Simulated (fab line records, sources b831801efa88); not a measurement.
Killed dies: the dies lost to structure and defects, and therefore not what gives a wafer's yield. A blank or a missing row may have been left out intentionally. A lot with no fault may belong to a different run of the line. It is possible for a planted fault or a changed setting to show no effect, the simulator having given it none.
A lot that was struck, set against a sound lot / flow sfq line / 13 steps out of a route of 325
Sound: the wafers L766.3, L766.4, L766.5. Struck: wafers L777.2, L777.6 (left out: L777.4, a lot-mate that was not struck); the cause follows at the end.
Order at every step that has rows: each side's tool, ch and its chambers, its first start. Under that, the readings that differ: sound wafers / struck wafers / difference of the means / sigmas: that difference in standard deviations of wafers without a fault.
alike: a reading whose means differ by less than 2 such deviations, as well as words and numbers matching on both sides. not compared: withheld readings; readings where some wafer has no value; bounds like >300 that might hide an equal value; numbers whose values overlap and for which the record gives no deviation.
A row with sigmas, a row that says differs or no value, or rows on one side alone: a step with any of these is where the two part. Numbers that have no deviation but don't overlap get no sigmas and don't part them. A reading that every wafer of one side lacks parts them only if that side has two wafers or more.

first, 1 step without rows for these wafers: SFQ_TRILAYER_M6_DEP_PRE_CLEAN_158 (time 22.5 s).
SFQ_TRILAYER_M6_DEP_SPUTTER_157: material Nb, target thk 200 nm, time 133.3 s.
  sound on pvd sputter-03 at day 55 01:32; struck on pvd sputter-06 at day 59 15:05
  alike: base pressure pa, throttle valve pct
SFQ_M6_RS_MEAS_938: a four-point-probe measurement.
  sound on film metro-04 at day 55 01:40; struck on film metro-03 at day 59 15:12
  alike: M6_NB_RS
then, 6 steps without rows for these wafers: SFQ_TRILAYER_M6_LITHO_COAT_164 (resist thk 62 nm); SFQ_TRILAYER_M6_LITHO_COAT_159 (resist thk 600 nm); SFQ_TRILAYER_M6_LITHO_SOFTBAKE_163; SFQ_TRILAYER_M6_LITHO_EXPOSE_160 (exposes mask M6, target cd 500 nm); SFQ_TRILAYER_M6_LITHO_PEB_162 (peb time 60 s); SFQ_TRILAYER_M6_LITHO_DEVELOP_161 (time 60 s).
SFQ_M6_OVL_MEAS_940:
  sound on overlay-02 at day 56 15:14; struck on overlay-02 at day 60 06:17
  alike: M6_OVL
SFQ_TRILAYER_M6_BARC_OPEN_METAL_ETCH_206: etches BARC in O2, target depth 125 nm, time 41.7 s.
  sound on rie metal-03 ch 0,1, day 56 15:17; struck on rie metal-03 ch 0, day 60 06:20
  alike: chamber pressure mTorr, drypump motor current A, oes product au, rf fwd power W
  not compared: rf hours counter h
SFQ_TRILAYER_M6_ETCH_METAL_ETCH_162: etches Nb in Cl2/Ar, stops on SiO2, target depth 240 nm, time 120 s.
  sound on rie metal-03 ch 0,1, day 56 15:22; struck on rie metal-03 ch 0, day 60 06:28
reading=model.KrF_of_TRILAYER_M6_LITHO_COAT_159.thk nm (nm); sound=380.6 382 382.9; struck=405.9 407.7; difference=+25.0; sigmas=
  alike: chamber pressure mTorr, drypump motor current A, oes product au, rf fwd power W
  not compared: rf hours counter h
SFQ_TRILAYER_M6_STRIP_STRIP_163: strips in O2.
  sound on rie metal-03 ch 0,1, day 56 15:38; struck on rie metal-03 ch 0, day 60 06:53
  alike: chamber pressure mTorr, drypump motor current A, oes product au
  not compared: rf hours counter h

== WHERE THEY PART ==
Nowhere in this record.

WHY: whatever the simulator had introduced
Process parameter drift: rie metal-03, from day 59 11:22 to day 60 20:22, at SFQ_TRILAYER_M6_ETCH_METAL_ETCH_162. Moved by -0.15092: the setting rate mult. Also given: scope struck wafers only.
